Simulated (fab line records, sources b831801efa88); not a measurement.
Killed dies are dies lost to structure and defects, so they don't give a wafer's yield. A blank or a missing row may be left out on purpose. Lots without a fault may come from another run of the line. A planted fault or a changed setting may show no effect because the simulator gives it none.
Which tool did it? | flow gf180mcu | 13 lots, 38 wafers sampled, at 5 steps of a route of 602

WHAT THE GAUGES READ, wafer by wafer
GF_SAB_CD_MEAS_09: target cd 420 nm. Usual: cd_nm 420.2 nm, standard deviation 2.7.
lot  | measured     | on        | cd_nm (nm)        | flag
L488 | day 15 01:55 | cd_sem-02 | 420.9 420.9       |
L489 | day 15 07:10 | cd_sem-01 | 420.6 420.4 421.4 |
L492 | day 16 09:55 | cd_sem-02 | 423.6 421.4 424.3 |
L495 | day 17 18:31 | cd_sem-01 | 418.3 418.5 418.9 |
L500 | day 19 13:32 | cd_sem-01 | 421.4 421.8 424.5 |
L502 | day 20 03:49 | cd_sem-02 | 419.2 419.5 418.8 |
L503 | day 20 11:58 | cd_sem-02 | 426.0 425.6 425.2 |
L504 | day 20 18:37 | cd_sem-02 | 420.2 420.1 420.2 |
L506 | day 21 05:56 | cd_sem-02 | 418.5 420.3 417.5 |
L507 | day 21 23:49 | cd_sem-01 | 420.3 419.0 419.1 |
L508 | day 22 05:55 | cd_sem-01 | 418.6 421.5 418.5 |
L510 | day 23 07:56 | cd_sem-01 | 421.3 420.1 419.6 |
L511 | day 23 09:34 | cd_sem-02 | 415.7 417.5 416.1 |

GF_SAB_OVL_MEAS_10. Usual: SAB_OVL 0.6 nm, standard deviation 1.4.
lot  | measured     | on         | SAB_OVL (nm)   | flag
L488 | day 15 02:01 | overlay-01 | -0.3 1.6       |
L489 | day 15 07:16 | overlay-01 | 1.0 0.8 0.3    |
L492 | day 16 10:01 | overlay-01 | -1.5 0.4 -1.1  |
L495 | day 17 18:36 | overlay-02 | 0.8 1.0 0.5    |
L500 | day 19 13:38 | overlay-02 | 0.2 -0.2 -0.2  |
L502 | day 20 03:55 | overlay-02 | 1.9 1.0 2.1    |
L503 | day 20 12:04 | overlay-02 | -0.6 1.7 -2.3  |
L504 | day 20 18:43 | overlay-02 | 2.9 2.3 1.9    |
L506 | day 21 06:02 | overlay-01 | 0.0 0.0 1.1    |
L507 | day 21 23:55 | overlay-02 | 0.9 2.4 2.2    |
L508 | day 22 06:00 | overlay-02 | 0.7 1.8 1.0    |
L510 | day 23 08:02 | overlay-01 | 1.7 0.9 2.3    |
L511 | day 23 09:41 | overlay-01 | -0.1 -1.0 -1.3 |

GF_CONTACT_CD_MEAS_14: target cd 220 nm. Usual: cd_nm 219.8 nm, standard deviation 1.5.
lot  | measured     | on        | cd_nm (nm)        | flag
L488 | day 16 00:34 | cd_sem-02 | 221.0 220.5       |
L489 | day 16 06:04 | cd_sem-02 | 220.6 221.7 221.6 |
L492 | day 17 09:37 | cd_sem-02 | 219.2 217.8 218.1 |
L495 | day 18 20:02 | cd_sem-01 | 193.9 194.2 192.6 | OFF
L500 | day 20 15:29 | cd_sem-01 | 220.0 220.5 219.3 |
L502 | day 21 04:31 | cd_sem-01 | 222.6 221.8 222.2 |
L503 | day 21 13:07 | cd_sem-02 | 220.6 218.9 220.6 |
L504 | day 21 20:34 | cd_sem-02 | 221.1 221.3 221.7 |
L506 | day 22 07:31 | cd_sem-01 | 220.3 221.0 219.7 |
L507 | day 23 00:46 | cd_sem-02 | 219.5 220.4 221.3 |
L508 | day 23 07:19 | cd_sem-01 | 221.8 222.2 221.1 |
L510 | day 24 08:18 | cd_sem-02 | 221.7 221.0 220.2 |
L511 | day 24 09:59 | cd_sem-02 | 219.9 220.7 220.8 |

WHICH TOOL RAN EACH LOT (tool, then ch and the chambers of the sampled wafers, then the start)
lot  | GF_SAB_STRIP_13                      | GF_CONTACT_EXPOSE_11
L488 | plasma_asher-04 ch 0, day 15 02:12   | krf_scanner-01 ch 0, day 15 13:59
L489 | plasma_asher-02 ch 0,1, day 15 07:28 | krf_scanner-02 ch 0, day 15 19:27
L492 | plasma_asher-02 ch 0,1, day 16 10:12 | krf_scanner-02 ch 0, day 16 22:28
L495 | plasma_asher-01 ch 0,1, day 17 18:48 | krf_scanner-02 ch 0, day 18 08:22
L500 | plasma_asher-04 ch 0,1, day 19 13:50 | krf_scanner-01 ch 0, day 20 03:31
L502 | plasma_asher-04 ch 0,1, day 20 04:07 | krf_scanner-01 ch 0, day 20 17:19
L503 | plasma_asher-02 ch 0,1, day 20 12:15 | krf_scanner-01 ch 0, day 21 01:33
L504 | plasma_asher-01 ch 0,1, day 20 18:55 | krf_scanner-02 ch 0, day 21 08:34
L506 | plasma_asher-02 ch 0,1, day 21 06:14 | krf_scanner-02 ch 0, day 21 19:41
L507 | plasma_asher-04 ch 0,1, day 22 00:07 | krf_scanner-01 ch 0, day 22 13:11
L508 | plasma_asher-01 ch 0,1, day 22 06:13 | krf_scanner-02 ch 0, day 22 19:46
L510 | plasma_asher-02 ch 0,1, day 23 08:13 | krf_scanner-02 ch 0, day 23 21:34
L511 | plasma_asher-02 ch 0,1, day 23 09:53 | krf_scanner-02 ch 0, day 23 23:17
- GF_SAB_STRIP_13: strips in O2/N2.
- GF_CONTACT_EXPOSE_11: exposes mask Contact, target cd 220 nm.

WHAT THE TOOLS THEMSELVES READ (means of the sampled wafers that have a number; where no wafer has one, the mark that the record gives instead)
GF_SAB_STRIP_13. Usual: drypump_motor_current_A 5.77 A, standard deviation 0.25; heater_power_w 344 W, standard deviation 68; oes_product_au 0.710 a.u., standard deviation 0.0047; strip_time_to_endpoint_s 12.62 s, standard deviation 0.031.
lot  | tool            | drypump_motor_current_A (A) | heater_power_w (W) | oes_product_au (a.u.) | strip_time_to_endpoint_s (s) | flag
L488 | plasma_asher-04 | 5.53                        | 304                | 0.708                 | 12.66                        |
L489 | plasma_asher-02 | 5.56                        | 328                | 0.707                 | 12.64                        |
L492 | plasma_asher-02 | 5.73                        | 314                | 0.710                 | 12.61                        |
L495 | plasma_asher-01 | 5.80                        | 392                | 0.711                 | 12.59                        |
L500 | plasma_asher-04 | 5.75                        | 302                | 0.710                 | 12.66                        |
L502 | plasma_asher-04 | 5.96                        | 297                | 0.714                 | 12.62                        |
L503 | plasma_asher-02 | 5.76                        | 329                | 0.709                 | 12.64                        |
L504 | plasma_asher-01 | 5.87                        | 447                | 0.707                 | 12.62                        |
L506 | plasma_asher-02 | 5.58                        | 327                | 0.711                 | 12.62                        |
L507 | plasma_asher-04 | 5.93                        | 292                | 0.714                 | 12.58                        |
L508 | plasma_asher-01 | 5.84                        | 391                | 0.705                 | 12.56                        |
L510 | plasma_asher-02 | 5.59                        | 331                | 0.710                 | 12.65                        |
L511 | plasma_asher-02 | 5.60                        | 326                | 0.715                 | 12.61                        |

GF_CONTACT_EXPOSE_11. Usual: stage_vel_mm_s 500.03 mm/s, standard deviation 0.23.
lot  | tool           | stage_vel_mm_s (mm/s) | flag
L488 | krf_scanner-01 | 500.00                |
L489 | krf_scanner-02 | 500.21                |
L492 | krf_scanner-02 | 500.18                |
L495 | krf_scanner-02 | 499.79                |
L500 | krf_scanner-01 | 499.94                |
L502 | krf_scanner-01 | 499.97                |
L503 | krf_scanner-01 | 500.13                |
L504 | krf_scanner-02 | 499.85                |
L506 | krf_scanner-02 | 500.29                |
L507 | krf_scanner-01 | 500.09                |
L508 | krf_scanner-02 | 500.23                |
L510 | krf_scanner-02 | 499.97                |
L511 | krf_scanner-02 | 500.10                |

THE ANSWER, worked out from the rows above alone
Rule: a lot is off if the mean of its wafers that have a number lies more than 3 standard deviations from the usual mean. A lot without any number at a reading at which 4 lots or more have one is off too. The other lots that the step has rows for count as sound. The gauges are gone through in route order, then the tools' own readings, and for those a lot's mean is taken as printed above. The first step at which some lot is off is used, and at that step the reading that is off furthest; a lot without a number counts as furthest.
Off: L495, at GF_CONTACT_CD_MEAS_14 (cd_nm).
A tool fits if, at a process step before that reading, it ran every lot that is off, and no sound lot after the first of them. The gauges at GF_CONTACT_CD_MEAS_14 are tried like those tools. None of those tried fits.

WHAT THE SIMULATOR HAD PUT IN
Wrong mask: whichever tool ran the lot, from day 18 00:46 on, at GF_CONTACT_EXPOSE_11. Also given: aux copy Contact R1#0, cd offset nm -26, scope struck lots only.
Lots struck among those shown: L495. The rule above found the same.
